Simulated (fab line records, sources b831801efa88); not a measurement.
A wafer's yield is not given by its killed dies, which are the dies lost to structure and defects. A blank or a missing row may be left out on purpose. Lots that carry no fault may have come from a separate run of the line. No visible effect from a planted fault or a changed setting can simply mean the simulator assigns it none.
Shared-tool check ; flow sky130 ; 14 lots, 42 wafers sampled

## WHY IT WAS OPENED
2 of 14 lots carry a flag on the reading LDD_HVP_TW at SKY_LDD_HVP_TW_MEAS_10. No-fault wafers: 457, standard deviation 3.5.
Rule: a lot is flagged in two cases, either no wafer of it has a number, or all its wafers with numbers fall more than 4 standard deviations from that mean. All remaining lots are regarded as sound.

lot;measured;on;LDD_HVP_TW, wafer by wafer;flag
L891;day 21 12:43;film-metro-02;464 462 461;
L892;day 21 20:09;film-metro-03;453 458 455;
L893;day 22 10:32;film-metro-01;450 455 452;
L895;day 23 07:12;film-metro-01;458 455 452;
L897;day 23 15:51;film-metro-03;458 460 460;
L899;day 25 06:03;film-metro-02;462 464 461;
L905;day 26 19:22;film-metro-03;694 699 694;FLAGGED
L906;day 26 20:56;film-metro-03;692 695 698;FLAGGED
L908;day 27 17:55;film-metro-02;464 464 462;
L911;day 28 12:40;film-metro-01;461 461 458;
L912;day 28 19:56;film-metro-03;455 455 454;
L910;day 28 20:15;film-metro-01;459 456 456;
L913;day 29 04:21;film-metro-03;455 455 455;
L914;day 29 13:33;film-metro-03;454 455 455;
The mean of the flagged lots' numbers is 695, +238 from the usual (+68 standard deviations).

## LOT BY LOT: THE TOOL USED
The record holds 3 process steps before the reading, out of a route of 708 steps. Read each cell as the tool, then ch plus the chambers that the sampled wafers visited, then the start.
lot;flag;SKY_SONOS_ONO_ETCH_15;SKY_LDD_P_COAT_02;SKY_LDD_HVP_STRIP_09
L891;;rie-diel-01 ch 0,2,3, day 12 12:16;litho-track-02 ch 0, day 18 07:32;plasma-asher-04 ch 0,1, day 21 12:37
L892;;rie-diel-02 ch 1,3, day 12 21:19;litho-track-02 ch 0, day 18 13:44;plasma-asher-04 ch 1, day 21 20:03
L893;;rie-diel-03 ch 1,2,3, day 13 07:07;litho-track-04 ch 0, day 19 04:38;plasma-asher-04 ch 0,1, day 22 10:26
L895;;rie-diel-01 ch 0,2,3, day 14 00:52;litho-track-01 ch 0, day 20 01:31;plasma-asher-04 ch 0,1, day 23 07:06
L897;;rie-diel-03 ch 1,2, day 14 10:16;litho-track-04 ch 0, day 20 11:13;plasma-asher-01 ch 0,1, day 23 15:45
L899;;rie-diel-03 ch 1,2,3, day 15 22:19;litho-track-04 ch 0, day 22 01:13;plasma-asher-02 ch 0,1, day 25 05:57
L905;FLAGGED;rie-diel-03 ch 0,1,2, day 17 12:19;litho-track-01, day 23 17:19;plasma-asher-02 ch 0,1, day 26 19:17
L906;FLAGGED;rie-diel-02 ch 0,1,3, day 17 13:16;litho-track-04, day 23 18:43;plasma-asher-01 ch 0,1, day 26 20:52
L908;;rie-diel-03 ch 0,3, day 18 08:13;litho-track-04 ch 0, day 24 16:17;plasma-asher-04 ch 0,1, day 27 17:48
L911;;rie-diel-01 ch 0,1, day 19 10:16;litho-track-04 ch 0, day 25 12:50;plasma-asher-01 ch 0,1, day 28 12:33
L912;;rie-diel-02 ch 1,2,3, day 19 15:46;litho-track-04 ch 0, day 25 19:07;plasma-asher-02 ch 0,1, day 28 19:50
L910;;rie-diel-01 ch 0,1,2, day 19 18:01;litho-track-02 ch 0, day 25 21:05;plasma-asher-04 ch 0,1, day 28 20:09
L913;;rie-diel-02 ch 0,1,3, day 20 02:52;litho-track-01 ch 0, day 26 04:01;plasma-asher-02 ch 0,1, day 29 04:15
L914;;rie-diel-03 ch 0,2,3, day 20 12:34;litho-track-04 ch 0, day 26 13:07;plasma-asher-01 ch 1, day 29 13:27
These steps, and what they do:
- SKY_SONOS_ONO_ETCH_15: etches the open film in CHF3/O2, target depth 19.52 nm, time 7.8 s.
- SKY_LDD_P_COAT_02: resist thk 1140 nm.
- SKY_LDD_HVP_STRIP_09: strips in O2/N2.
- SKY_LDD_HVP_TW_MEAS_10

## FLAGGED OVER TOTAL, TOOL BY TOOL (the gauges that took the reading come last)
step;tool;lots run;flagged;share of the flagged lots;sound lots run after its first flagged lot
SKY_SONOS_ONO_ETCH_15;rie-diel-01;4;0;none;-
SKY_SONOS_ONO_ETCH_15;rie-diel-02;4;1;some;2 (L912,L913)
SKY_SONOS_ONO_ETCH_15;rie-diel-03;6;1;some;2 (L908,L914)
SKY_LDD_P_COAT_02;litho-track-01;3;1;some;1 (L913)
SKY_LDD_P_COAT_02;litho-track-02;3;0;none;-
SKY_LDD_P_COAT_02;litho-track-04;8;1;some;4 (L908,L911,L912,L914)
SKY_LDD_HVP_STRIP_09;plasma-asher-01;4;1;some;2 (L911,L914)
SKY_LDD_HVP_STRIP_09;plasma-asher-02;4;1;some;2 (L912,L913)
SKY_LDD_HVP_STRIP_09;plasma-asher-04;6;0;none;-
SKY_LDD_HVP_TW_MEAS_10;film-metro-01;4;0;none;-
SKY_LDD_HVP_TW_MEAS_10;film-metro-02;3;0;none;-
SKY_LDD_HVP_TW_MEAS_10;film-metro-03;7;2;all;3 (L912,L913,L914)

## WHAT IS ALLOWED BY THE TABLE
All flagged lots share 1 row of the table, namely film-metro-03 at SKY_LDD_HVP_TW_MEAS_10.
- film-metro-03 at SKY_LDD_HVP_TW_MEAS_10 ran 7 lots, 2 of them flagged. After the first flagged lot (L912, L913, L914), sound lots still ran on it; a lasting fault on the whole tool would not permit that.
No row of the table ran every flagged lot and no sound lot after the first.

## WHAT WAS PUT IN BY THE SIMULATOR
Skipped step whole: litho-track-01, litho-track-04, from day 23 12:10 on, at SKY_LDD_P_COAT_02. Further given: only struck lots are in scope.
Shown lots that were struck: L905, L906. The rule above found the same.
